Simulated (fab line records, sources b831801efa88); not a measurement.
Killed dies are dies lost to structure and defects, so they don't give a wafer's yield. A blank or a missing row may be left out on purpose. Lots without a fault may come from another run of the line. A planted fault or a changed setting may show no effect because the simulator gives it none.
Which tool did it? | flow gf180mcu | 11 lots, 33 wafers sampled, at 3 steps of a route of 602

WHAT THE GAUGES READ, wafer by wafer
GF_PSD_RS_MEAS_14: measures by four-point-probe.
lot  | measured     | on            | NSD_RS (ohm/sq)
L504 | day 14 03:57 | film_metro-04 | 45.96 45.88 45.98
L505 | day 14 12:32 | film_metro-04 | 45.88 46.08 45.95
L512 | day 17 20:07 | film_metro-04 | 59.52 59.41 59.38
L513 | day 18 08:23 | film_metro-02 | 59.51 59.60 59.63
L514 | day 18 19:07 | film_metro-03 | 46.27 46.23 46.30
L516 | day 19 05:44 | film_metro-03 | 46.32 46.25 46.33
L517 | day 19 18:16 | film_metro-03 | 46.19 46.32 46.28
L522 | day 21 09:00 | film_metro-03 | 46.23 46.21 46.18
L524 | day 21 11:05 | film_metro-04 | 45.97 45.96 45.85
L525 | day 21 20:13 | film_metro-04 | 45.99 45.98 46.00
L526 | day 22 05:11 | film_metro-03 | 46.14 46.15 46.20

WHICH TOOL RAN EACH LOT (tool, then ch and the chambers of the sampled wafers, then the start)
lot  | GF_NSD_IMPLANT_09               | GF_NSD_STRIP_11
L504 | implanter-04 ch 0, day 13 07:21 | plasma_asher-01 ch 0,1, day 13 07:38
L505 | implanter-04 ch 0, day 13 16:30 | plasma_asher-03 ch 0,1, day 13 16:47
L512 | implanter-04 ch 0, day 16 20:09 | plasma_asher-01 ch 0,1, day 16 20:26
L513 | implanter-04 ch 0, day 17 07:50 | plasma_asher-01 ch 0,1, day 17 08:07
L514 | implanter-02 ch 0, day 17 18:28 | plasma_asher-03 ch 0,1, day 17 18:46
L516 | implanter-02 ch 0, day 18 05:03 | plasma_asher-04 ch 0,1, day 18 05:19
L517 | implanter-03 ch 0, day 18 16:46 | plasma_asher-04 ch 0,1, day 18 17:04
L522 | implanter-02 ch 0, day 20 07:40 | plasma_asher-01 ch 0,1, day 20 07:58
L524 | implanter-03 ch 0, day 20 10:54 | plasma_asher-01 ch 0,1, day 20 11:10
L525 | implanter-04 ch 0, day 20 19:38 | plasma_asher-01 ch 0,1, day 20 19:55
L526 | implanter-02 ch 0, day 21 04:24 | plasma_asher-03 ch 0, day 21 04:40
- GF_NSD_IMPLANT_09
- GF_NSD_STRIP_11: strips in O2/N2.

THE ANSWER, worked out from the rows above alone
Rule: what is usual is taken from the lots themselves. Put in order of their means at a reading, lots are off if they are a third of the lots or fewer, leave a main group of 4 or more, and stand apart from it by a gap of 3 or more times the standard deviation of the main group's means; of several such gaps the widest counts. A main group whose means are all the same, to the digits that the tables above print for the reading, isn't used. A lot without any number at a reading at which 4 lots or more have one is off too. The other lots that the step has rows for count as sound.
Off: L512, L513, at GF_PSD_RS_MEAS_14 (NSD_RS). The main group: mean 46.11 ohm/sq, standard deviation 0.15.
A tool fits if, at a process step before that reading, it ran every lot that is off, and no sound lot after the first of them. The gauges at GF_PSD_RS_MEAS_14 are tried like those tools. None of those tried fits.

WHAT THE SIMULATOR HAD PUT IN
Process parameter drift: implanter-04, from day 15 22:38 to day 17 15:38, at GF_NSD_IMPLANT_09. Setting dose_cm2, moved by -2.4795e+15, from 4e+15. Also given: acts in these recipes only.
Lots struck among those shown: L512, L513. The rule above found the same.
